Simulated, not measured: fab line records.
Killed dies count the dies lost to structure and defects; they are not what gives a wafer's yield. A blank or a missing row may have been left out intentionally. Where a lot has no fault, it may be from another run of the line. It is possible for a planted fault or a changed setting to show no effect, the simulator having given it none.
fab line records	flow sky130
record: lots: 5	wafers: 15	last_day: 50
route steps=708 shown LDD_P@259 LDD_HVN@267 LDD_HVP@278 LDD_LDN@289 PAD_OPEN@708
lots with no fault: from the same line, run without faults
start_h: hours from the record's opening day to when the first of the lot's shown wafers began	wait_h: hours elapsed since this lot's preceding step	" as in the row above	L1.1+2: several wafers, shown together as one row	- no value, or no start given	* or withheld: withheld	< > ~ a bound
route shown NAME@n: NAME is a module with steps in the file, n the number in the route of the first one	usual: mean and standard deviation over wafers with no fault	same: alike in all rows	chamber/n: place in a boat	sites: per-site readings	_std_site: the standard deviation of these	_edge_site: mean of outer sites minus mean of inner sites	radius_mm: how far each site lies from the wafer's centre	mask NAME#n: copy n	behind: tool/chamber where the wafer was last shaped	hold: reason for holding the lot/hours on hold/outcome of the hold	device: names the non-switching transistor (n, p or np)	end of line: tests of these same wafers at the route's end	a step with no rows: only its recipe	killed: dies lost to structure and defects at the first sort, not the wafer's yield	map: a wafer's dies, x killed, . not, _ none there
set.NAME: the setting as run; set.NAME@STEP: as run at that earlier step	model.NAME: the simulator's own value behind a step, which no gauge read
lots at some steps of the route; a table a step, a row a wafer
services: a tool's chamber out of use, with start hour (start_h, from the record's first day; less than 0 if before it), hours out, and reason
== steps ==
step: SKY_LDD_P_EXPOSE_04
recipe: mask_id: PSDM	na: 0.6	source_shape: conventional	sigma_outer: 0.6	polarization: unpolarized	target_cd_nm: 380	dose_mj: 138
step: SKY_LDD_P_PEB_05
recipe: temp_c: withheld	time_s: *	resist: NOVOLAK
step: SKY_LDD_P_DEVELOP_06
recipe: resist: NOVOLAK	developer: TMAH	develop_time_s: 60	dev_temp_c: 23
step: SKY_LDD_P_CD_MEAS_07
recipe: target_cd_nm: 380
usual: cd_nm: 380.4/2.5
lot.wafer	tool	chamber	start_h	wait_h	cd_nm
L461.2	cd_sem-02	-	430.16	0.1	378.5
L461.3	"	-	"	"	381.0
L461.6	"	-	"	"	377.6
L468.2	cd_sem-01	-	502.87	0.1	380.8
L468.3	"	-	"	"	377.1
L468.4	"	-	"	"	376.7
L470.1	cd_sem-01	-	514.09	0.1	382.1
L470.3	"	-	"	"	381.3
L470.6	"	-	"	"	382.0
L471.2	cd_sem-02	-	532.84	0.1	382.2
L471.4	"	-	"	"	382.8
L471.6	"	-	"	"	383.0
L482.2	cd_sem-02	-	615.09	0.1	380.3
L482.4	"	-	"	"	380.1
L482.6	"	-	"	"	381.9
step: SKY_LDD_P_OVL_MEAS_08
usual: LDD_P_OVL: -0.8/1.4
lot.wafer	tool	chamber	start_h	wait_h	LDD_P_OVL[nm]
L461.2	overlay-01	-	430.26	0.1	-2.9
L461.3	"	-	"	"	-1.4
L461.6	"	-	"	"	-1.6
L468.2	overlay-01	-	502.98	0.1	0.5
L468.3	"	-	"	"	0.6
L468.4	"	-	"	"	0.7
L470.1	overlay-02	-	514.21	0.1	0.6
L470.3	"	-	"	"	-0.9
L470.6	"	-	"	"	-0.3
L471.2	overlay-02	-	532.94	0.1	-0.8
L471.4	"	-	"	"	-2.1
L471.6	"	-	"	"	-0.3
L482.2	overlay-01	-	615.19	0.1	0.1
L482.4	"	-	"	"	0.5
L482.6	"	-	"	"	-1.2
step: SKY_LDD_P_IMPLANT_09
recipe: species: BF2	energy_kev: 25	dose_cm2: 1e+13	tilt_deg: withheld
step: SKY_LDD_P_STRIP_10
recipe: chemistry: O2/N2	power_w: 1400	pressure_mtorr: 1500	platen_temp_c: withheld	o2_flow_sccm: 3000	n2_flow_sccm: 300	overash_fraction: 0.5
usual: drypump_motor_current_A: 6.2/0.46	oes_product_au: 0.716/0.0042	strip_time_to_endpoint_s: 14.17/0.043
lot.wafer	tool	chamber	start_h	wait_h	drypump_motor_current_A	oes_product_au	rf_hours_counter_h	strip_time_to_endpoint_s
L461.2	plasma_asher-03	1	430.44	0.1	6.4	0.711	0	14.23
L461.3	"	0	"	"	5.9	0.719	-	14.18
L461.6	"	0	"	"	6.0	0.715	-	14.22
L468.2	plasma_asher-01	1	503.16	0.1	6.6	0.719	67	14.12
L468.3	"	0	"	"	5.4	0.709	-	14.12
L468.4	"	1	"	"	6.6	0.720	-	14.18
L470.1	plasma_asher-01	1	514.39	0.1	6.6	0.718	68	14.20
L470.3	"	0	"	"	5.4	0.721	-	14.20
L470.6	"	0	"	"	5.4	0.717	-	14.20
L471.2	plasma_asher-01	0	533.12	0.1	5.4	0.711	70	14.12
L471.4	"	1	"	"	6.6	0.713	-	14.16
L471.6	"	0	"	"	5.4	0.711	-	14.20
L482.2	plasma_asher-03	1	615.37	0.1	6.4	0.711	19	14.13
L482.4	"	1	"	"	6.4	0.707	-	14.13
L482.6	"	0	"	"	6.0	0.717	-	14.11
step: SKY_LDD_P_TW_MEAS_11
usual: LDD_P_TW: 632/3.5
lot.wafer	tool	chamber	start_h	wait_h	LDD_P_TW
L461.2	film_metro-04	-	430.55	0.1	632
L461.3	"	-	"	"	630
L461.6	"	-	"	"	632
L468.2	film_metro-02	-	503.27	0.1	634
L468.3	"	-	"	"	635
L468.4	"	-	"	"	629
L470.1	film_metro-03	-	514.49	0.1	637
L470.3	"	-	"	"	636
L470.6	"	-	"	"	637
L471.2	film_metro-04	-	533.23	0.1	629
L471.4	"	-	"	"	626
L471.6	"	-	"	"	629
L482.2	film_metro-04	-	615.48	0.1	629
L482.4	"	-	"	"	627
L482.6	"	-	"	"	631
step: SKY_LDD_HVN_DEHYDRATE_00
recipe: temp_c: 200	time_s: 60
step: SKY_LDD_HVN_HMDS_01
recipe: prime_time_s: 60	prime_temp_c: 120
step: SKY_LDD_HVN_COAT_02
recipe: resist: NOVOLAK	spin_rpm: 3000	resist_thk_nm: 300
step: SKY_LDD_HVN_SOFTBAKE_03
recipe: temp_c: 90	time_s: 60	resist: NOVOLAK
step: SKY_LDD_HVN_EXPOSE_04
recipe: mask_id: HVNTM	na: 0.6	source_shape: conventional	sigma_outer: 0.6	polarization: unpolarized	target_cd_nm: 700	dose_mj: 127
lot.wafer	tool	chamber	start_h	wait_h	mask
L461.2+3+6	iline_stepper-01	0	446.19	-	HVNTM#0
L468.2+3+4	iline_stepper-01	0	518.62	-	HVNTM#0
L470.1+3+6	iline_stepper-01	0	529.57	-	HVPTM#0
L471.2+4+6	iline_stepper-02	0	548.80	-	HVNTM#0
L482.2+4+6	iline_stepper-02	0	630.13	-	HVNTM#0
step: SKY_LDD_HVN_PEB_05
recipe: temp_c: withheld	time_s: *	resist: NOVOLAK
step: SKY_LDD_HVN_DEVELOP_06
recipe: resist: NOVOLAK	developer: TMAH	develop_time_s: 60	dev_temp_c: 23
step: SKY_LDD_HVN_OVL_MEAS_07
usual: LDD_HVN_OVL: 0.2/1.6
lot.wafer	tool	chamber	start_h	wait_h	LDD_HVN_OVL[nm]
L461.2	overlay-01	-	461.32	0.1	-0.6
L461.3	"	-	"	"	-3.1
L461.6	"	-	"	"	-0.1
L468.2	overlay-01	-	533.47	0.1	-1.2
L468.3	"	-	"	"	1.0
L468.4	"	-	"	"	-0.9
L470.1	overlay-02	-	544.52	0.1	-
L470.3	"	-	"	"	-
L470.6	"	-	"	"	-
L471.2	overlay-02	-	563.34	0.1	2.1
L471.4	"	-	"	"	0.1
L471.6	"	-	"	"	2.1
L482.2	overlay-02	-	644.14	0.1	0.6
L482.4	"	-	"	"	0.5
L482.6	"	-	"	"	2.2
step: SKY_LDD_HVN_IMPLANT_08
recipe: species: P	energy_kev: 60	dose_cm2: 3e+13	tilt_deg: 40
step: SKY_LDD_HVN_STRIP_09
recipe: chemistry: O2/N2	power_w: 1400	pressure_mtorr: 1500	platen_temp_c: withheld	o2_flow_sccm: 3000	n2_flow_sccm: 300	overash_fraction: 0.5
usual: drypump_motor_current_A: 6.0/0.42	oes_product_au: 0.408/0.0046	strip_time_to_endpoint_s: 4.134/0.016
lot.wafer	tool	chamber	start_h	wait_h	drypump_motor_current_A	oes_product_au	rf_hours_counter_h	strip_time_to_endpoint_s
L461.2	plasma_asher-04	0	461.50	0.1	5.6	0.405	36	4.122
L461.3	"	1	"	"	6.0	0.410	-	4.159
L461.6	"	1	"	"	6.0	0.398	-	4.144
L468.2	plasma_asher-04	1	533.65	0.1	6.0	0.404	43	4.115
L468.3	"	1	"	"	6.0	0.413	-	4.100
L468.4	"	0	"	"	5.6	0.406	-	4.120
L470.1	plasma_asher-03	1	544.70	0.1	6.4	0.399	11	4.142
L470.3	"	0	"	"	6.0	0.405	-	4.131
L470.6	"	1	"	"	6.4	0.413	-	4.134
L471.2	plasma_asher-01	1	563.52	0.1	6.6	0.414	74	4.160
L471.4	"	1	"	"	6.6	0.411	-	4.164
L471.6	"	1	"	"	6.6	0.411	-	4.174
L482.2	plasma_asher-04	0	644.32	0.1	5.6	0.406	51	4.151
L482.4	"	1	"	"	6.0	0.411	-	4.145
L482.6	"	1	"	"	6.0	0.410	-	4.159
step: SKY_LDD_HVN_TW_MEAS_10
usual: LDD_HVN_TW: 1436/8.3
lot.wafer	tool	chamber	start_h	wait_h	LDD_HVN_TW
L461.2	film_metro-01	-	461.61	0.1	1450
L461.3	"	-	"	"	1444
L461.6	"	-	"	"	1442
L468.2	film_metro-01	-	533.76	0.1	1440
L468.3	"	-	"	"	1449
L468.4	"	-	"	"	1439
L470.1	film_metro-02	-	544.80	0.1	30
L470.3	"	-	"	"	30
L470.6	"	-	"	"	30
L471.2	film_metro-01	-	563.63	0.1	1453
L471.4	"	-	"	"	1457
L471.6	"	-	"	"	1448
L482.2	film_metro-02	-	644.43	0.1	1440
L482.4	"	-	"	"	1441
L482.6	"	-	"	"	1422
step: SKY_LDD_HVP_DEHYDRATE_00
recipe: temp_c: 200	time_s: 60
step: SKY_LDD_HVP_HMDS_01
recipe: prime_time_s: 60	prime_temp_c: 120
step: SKY_LDD_HVP_COAT_02
recipe: resist: NOVOLAK	spin_rpm: 3000	resist_thk_nm: 300
step: SKY_LDD_HVP_SOFTBAKE_03
recipe: temp_c: 90	time_s: 60	resist: NOVOLAK
step: SKY_LDD_HVP_EXPOSE_04
recipe: mask_id: HVPTM	na: 0.6	source_shape: conventional	sigma_outer: 0.6	polarization: unpolarized	target_cd_nm: 700	dose_mj: 86
step: SKY_LDD_HVP_PEB_05
recipe: temp_c: withheld	time_s: *	resist: NOVOLAK
step: SKY_LDD_HVP_DEVELOP_06
recipe: resist: NOVOLAK	developer: TMAH	develop_time_s: 60	dev_temp_c: 23
step: SKY_LDD_HVP_OVL_MEAS_07
usual: LDD_HVP_OVL: -0.4/1.3
lot.wafer	tool	chamber	start_h	wait_h	LDD_HVP_OVL[nm]
L461.2	overlay-02	-	491.82	0.1	-0.8
L461.3	"	-	"	"	0.7
L461.6	"	-	"	"	0.2
L468.2	overlay-01	-	563.47	0.1	1.0
L468.3	"	-	"	"	-1.9
L468.4	"	-	"	"	-1.3
L470.1	overlay-01	-	575.02	0.1	-3.4
L470.3	"	-	"	"	-2.7
L470.6	"	-	"	"	-2.0
L471.2	overlay-01	-	593.02	0.1	0.5
L471.4	"	-	"	"	2.0
L471.6	"	-	"	"	0.1
L482.2	overlay-01	-	672.32	0.1	-0.9
L482.4	"	-	"	"	-1.7
L482.6	"	-	"	"	-2.2
step: SKY_LDD_HVP_IMPLANT_08
recipe: species: B	energy_kev: 20	dose_cm2: 1.7e+13	tilt_deg: 17.9
step: SKY_LDD_HVP_STRIP_09
recipe: chemistry: O2/N2	power_w: 1400	pressure_mtorr: 1500	platen_temp_c: withheld	o2_flow_sccm: 3000	n2_flow_sccm: 300	overash_fraction: 0.5
usual: drypump_motor_current_A: 6.2/0.35	oes_product_au: 0.409/0.0043	strip_time_to_endpoint_s: 4.145/0.016
lot.wafer	tool	chamber	start_h	wait_h	drypump_motor_current_A	oes_product_au	rf_hours_counter_h	strip_time_to_endpoint_s
L461.2	plasma_asher-03	0	492.00	0.1	6.0	0.413	6	4.159
L461.3	"	0	"	"	5.9	0.407	-	4.157
L461.6	"	1	"	"	6.4	0.403	-	4.173
L468.2	plasma_asher-02	0	563.65	0.1	6.6	0.409	88	4.129
L468.3	"	1	"	"	6.4	0.406	-	4.154
L468.4	"	0	"	"	6.6	0.409	-	4.140
L470.1	plasma_asher-03	1	575.20	0.1	6.4	0.411	15	4.155
L470.3	"	0	"	"	5.9	0.414	-	4.184
L470.6	"	0	"	"	5.9	0.416	-	4.166
L471.2	plasma_asher-02	1	593.20	0.1	6.4	0.407	92	4.115
L471.4	"	1	"	"	6.4	0.415	-	4.138
L471.6	"	0	"	"	6.6	0.410	-	4.116
L482.2	plasma_asher-03	0	672.50	0.1	5.9	0.405	24	4.126
L482.4	"	0	"	"	5.9	0.412	-	4.123
L482.6	"	1	"	"	6.4	0.403	-	4.111
step: SKY_LDD_HVP_TW_MEAS_10
usual: LDD_HVP_TW: 455/3.1
lot.wafer	tool	chamber	start_h	wait_h	LDD_HVP_TW
L461.2	film_metro-04	-	492.11	0.1	451
L461.3	"	-	"	"	452
L461.6	"	-	"	"	452
L468.2	film_metro-02	-	563.76	0.1	455
L468.3	"	-	"	"	456
L468.4	"	-	"	"	452
L470.1	film_metro-04	-	575.30	0.1	1433
L470.3	"	-	"	"	1432
L470.6	"	-	"	"	1430
L471.2	film_metro-04	-	593.31	0.1	448
L471.4	"	-	"	"	451
L471.6	"	-	"	"	451
L482.2	film_metro-04	-	672.61	0.1	448
L482.4	"	-	"	"	453
L482.6	"	-	"	"	449
step: SKY_LDD_LDN_DEHYDRATE_00
recipe: temp_c: 200	time_s: 60
step: SKY_PAD_OPEN_PROBE_99
lot.wafer	tool	chamber	start_h	wait_h	model.etest.pfet_g5v0d10v5.r_on_ohm_um	model.etest.pfet_16v.r_on_ohm_um	model.etest.nfet_g5v0d10v5.r_on_ohm_um	model.etest.pfet_g5v0d10v5.drive_ua_um	model.etest.nfet_g5v0d10v5.drive_ua_um	model.etest.nfet_05v0_nvt.drive_ua_um	model.etest.pfet_16v.drive_ua_um	model.etest.ring_5v.delay_ps
L461.2	prober-02	-	1071.33	0.1	4809	1.544e+04	1941	334	587.9	556.7	238.1	45.04
L461.3	prober-02	-	1071.38	0.2	4786	1.51e+04	1910	335	582.9	558.7	242.7	45.5
L461.6	prober-02	-	1071.53	0.2	4796	1.539e+04	1922	332.9	583.5	558.8	239	45.26
L470.1	prober-02	-	1129.20	0.1	6240	1.581e+04	2174	250.2	531	543.5	232	56.76
L470.3	prober-02	-	1129.30	0.2	6188	1.544e+04	2189	252.6	527.4	540	233	56.34
L470.6	prober-02	-	1129.45	0.2	6145	1.558e+04	2188	253.5	527.4	541.3	233.6	56.24
L471.2	prober-01	-	1142.78	0.1	4847	1.549e+04	1915	336.9	594.8	564	243.4	45.01
L471.4	prober-01	-	1142.88	0.2	4756	1.524e+04	1905	339.4	593.5	564.4	248.7	44.93
L471.6	prober-01	-	1142.98	0.2	4856	1.561e+04	1947	333.6	585	561.6	243.2	45.47
L468.2	prober-02	-	1143.46	0.1	4802	1.561e+04	1889	336.3	599.6	576.5	244	45.19
L468.3	prober-02	-	1143.51	0.2	4811	1.601e+04	1891	333.4	600.6	566	236.9	45.49
L468.4	prober-02	-	1143.56	0.2	4820	1.613e+04	1903	335.2	603.2	569.2	237.4	45.33
L482.2	prober-01	-	1190.18	0.1	4664	1.506e+04	1846	349.1	620.9	590	248.1	44.27
L482.4	prober-01	-	1190.28	0.2	4727	1.5e+04	1861	345.6	619.2	592.9	249.9	44.38
L482.6	prober-01	-	1190.38	0.2	4666	1.5e+04	1853	349.2	616.5	580.9	248.4	43.81
killed by level:class
L461.2 LI_CONTACT:geometric_particle:open=10 CONTACT:geometric_particle:open=7 FIELD_ISO:geometric_particle:open=6 VIA1:geometric_particle:open=5 FIELD_ISO:geometric_particle:short=4 LI_CONTACT:geometric_particle:short=4 VIA3:geometric_particle:short=4 CONTACT:geometric_particle:short=3
L461.3 CONTACT:geometric_particle:open=7 VIA1:geometric_particle:open=7 VIA2:geometric_particle:open=7 FIELD_ISO:geometric_particle:short=6 FIELD_ISO:geometric_particle:open=5 VIA1:geometric_particle:short=5 VIA3:geometric_particle:open=4 LOCAL_INTERCONNECT:geometric_particle:short=4
L461.6 VIA1:geometric_particle:open=13 METAL2:geometric_particle:short=8 FIELD_ISO:geometric_particle:open=6 CONTACT:geometric_particle:open=6 VIA2:geometric_particle:open=5 POLY_GATE:geometric_particle:open=4 VIA3:geometric_particle:open=4 LI_CONTACT:geometric_particle:open=3
L471.2 VIA1:geometric_particle:open=9 CONTACT:geometric_particle:short=7 CONTACT:geometric_particle:open=7 VIA3:geometric_particle:open=7 FIELD_ISO:geometric_particle:short=5 LI_CONTACT:geometric_particle:short=5 LI_CONTACT:geometric_particle:open=4 METAL2:geometric_particle:short=4
L471.4 CONTACT:geometric_particle:open=10 VIA1:geometric_particle:open=7 VIA3:geometric_particle:open=6 LI_CONTACT:geometric_particle:short=5 VIA2:geometric_particle:open=5 LOCAL_INTERCONNECT:geometric_particle:short=4 METAL1:geometric_particle:short=4 FIELD_ISO:geometric_particle:open=3
L471.6 VIA1:geometric_particle:open=12 VIA3:geometric_particle:open=11 CONTACT:geometric_particle:open=7 FIELD_ISO:geometric_particle:open=5 LI_CONTACT:geometric_particle:short=5 METAL2:geometric_particle:short=5 LI_CONTACT:geometric_particle:open=3 METAL1:geometric_particle:short=3
L468.2 VIA1:geometric_particle:open=16 METAL2:geometric_particle:short=15 VIA1:geometric_particle:short=9 VIA3:geometric_particle:open=8 METAL1:geometric_particle:short=7 FIELD_ISO:geometric_particle:short=5 LI_CONTACT:geometric_particle:open=5 CONTACT:geometric_particle:open=5
L468.3 VIA1:geometric_particle:open=14 CONTACT:geometric_particle:open=9 LI_CONTACT:geometric_particle:open=9 FIELD_ISO:geometric_particle:open=7 VIA1:geometric_particle:short=7 VIA2:geometric_particle:open=6 FIELD_ISO:geometric_particle:short=5 POLY_GATE:geometric_particle:open=5
L468.4 LI_CONTACT:geometric_particle:open=8 VIA1:geometric_particle:open=8 FIELD_ISO:geometric_particle:open=7 FIELD_ISO:geometric_particle:short=6 VIA2:geometric_particle:open=5 CONTACT:geometric_particle:open=5 METAL1:geometric_particle:short=4 POLY_GATE:geometric_particle:short=3
L482.2 CONTACT:geometric_particle:open=10 VIA3:geometric_particle:open=10 LI_CONTACT:geometric_particle:open=7 VIA2:geometric_particle:open=7 VIA1:geometric_particle:open=6 METAL1:geometric_particle:short=5 SPACER:geometric_particle:open=4 METAL2:geometric_particle:short=4
L482.4 CONTACT:geometric_particle:open=12 VIA3:geometric_particle:open=7 VIA2:geometric_particle:open=6 METAL2:geometric_particle:short=6 FIELD_ISO:geometric_particle:short=5 VIA2:geometric_particle:short=5 VIA1:geometric_particle:short=4 POLY_GATE:geometric_particle:open=3
L482.6 VIA1:geometric_particle:open=12 CONTACT:geometric_particle:open=9 LI_CONTACT:geometric_particle:open=8 FIELD_ISO:geometric_particle:open=7 POLY_GATE:geometric_particle:open=7 METAL2:geometric_particle:short=7 FIELD_ISO:geometric_particle:short=5 METAL3:geometric_particle:short=4
== services ==
tool	chamber	start_h	hours	kind
plasma_asher-03	-	421.25	9.0	pm
plasma_asher-03	0	421.25	9.0	vent_cycle
plasma_asher-03	1	421.25	9.0	vent_cycle
plasma_asher-03	0	430.25	-	clean
plasma_asher-03	1	430.25	-	clean
plasma_asher-02	-	458.54	0.5	repair
plasma_asher-02	-	477.86	2.8	pm
iline_stepper-01	-	488.15	1.7	pm
plasma_asher-03	-	495.84	2.8	pm
iline_stepper-02	0	543.13	-	calibration
plasma_asher-04	-	548.11	36.6	repair
iline_stepper-02	-	565.64	1.7	pm
iline_stepper-01	0	569.82	-	calibration
plasma_asher-03	-	610.92	1.2	repair
iline_stepper-01	-	651.83	8.9	pm
== key ==
first_sign: step: SKY_LDD_HVN_EXPOSE_04	reading: mask	direction: changed
effect: step: SKY_LDD_HVN_OVL_MEAS_07	reading: LDD_HVN_OVL	direction: missing
effect: step: SKY_LDD_HVN_TW_MEAS_10	reading: LDD_HVN_TW	direction: down	sigmas: 99+	usual: 1436	struck: 30
effect: step: SKY_LDD_HVP_TW_MEAS_10	reading: LDD_HVP_TW	direction: up	sigmas: 99+	usual: 455	struck: 1432
model_effect: step: SKY_PAD_OPEN_PROBE_99	value: etest.pfet_g5v0d10v5.r_on_ohm_um	without: 4666	struck: 6191
met_at SKY_LDD_HVN_EXPOSE_04
struck_wafers L470.1,L470.3,L470.6
sort_left_out L470.1,L470.3,L470.6
tester_left_out L470
onset_between 518.62 529.57
fault: kind: wrong_mask	tool: any	chamber: -	onset_h: 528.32	steps: SKY_LDD_HVN_EXPOSE_04	aux_copy: HVPTM#0	scope: struck_lots_only
tester_left_out: of these lots the tester's yield and bins aren't shown, on N5 and GAA mostly nor the transistor test; their killed dies are dies lost to structure and defects alone, not to doping, threshold or leakage, so they don't give the yield
sort_left_out: the simulated sort isn't trusted on such a fault, so these wafers' sort isn't shown, and their yield isn't known
